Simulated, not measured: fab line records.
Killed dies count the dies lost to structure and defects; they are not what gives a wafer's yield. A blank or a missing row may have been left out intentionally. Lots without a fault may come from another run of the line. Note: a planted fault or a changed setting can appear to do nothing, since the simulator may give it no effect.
Matching of chambers	flow sky130	3 sister chambers for SKY_SONOS_TUNNEL_STRIP_11 on wetBench-03
The step strips in SPM, time 600 s. 14 wafers are shown with their chamber, then 4 later ones without.

== WAFERS, EACH WITH ITS CHAMBER ==
wafer	chamber	bathGuardTempC (C)	bathHeatDutyPct (%)
L635.1	3	130.7	14.5
L635.4	3	130.1	14.2
L635.6	3	130.5	13.5
L637.2	2	130.5	15.8
L637.5	2	130.4	15.7
L637.6	2	130.5	18.0
L650.2	2	130.5	16.0
L650.3	2	130.8	16.1
L650.6	2	130.6	15.5
L652.1	3	130.6	14.7
L652.3	3	130.5	14.7
L652.6	3	130.6	14.8
L654.1	0	130.2	15.4
L654.2	0	129.7	17.2

SIGNATURES (averages over the wafers above)
reading	chamber 0	chamber 2	chamber 3	scatter within a chamber
bathGuardTempC	129.950	130.550	130.500	0.2
bathHeatDutyPct	16.300	16.183	14.400	0.798
Rule: for each reading, subtract the chamber's mean from the wafer's reading, divide by that reading's scatter and square the result; add these up over the readings and take the root, which gives the wafer's distance from the chamber. The wafer belongs to the nearest chamber; if the next one is less than 2 further off, it can't be placed. How the scatter is found: for the shown wafers, subtract from each reading the mean of its chamber, square and add these, divide the total by (wafers less chambers), then take the root.

== WAFERS WITH NO CHAMBER GIVEN ==
wafer	bathGuardTempC (C)	bathHeatDutyPct (%)
L654.5	130.2	17.2
L657.1	130.6	14.3
L657.2	130.5	14.4
L657.4	130.4	14.8

== CHAMBER TAKEN BY EACH ==
wafer	from the rows above	in truth
L654.5	can't be placed: 0 or 2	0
L657.1	can't be placed: 3 or 2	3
L657.2	3	3
L657.4	can't be placed: 3 or 2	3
Correct placement for 1 of the 4. Can't be placed from these rows: 3 (the true chamber is among the candidates in 3). 0 placed wrongly.
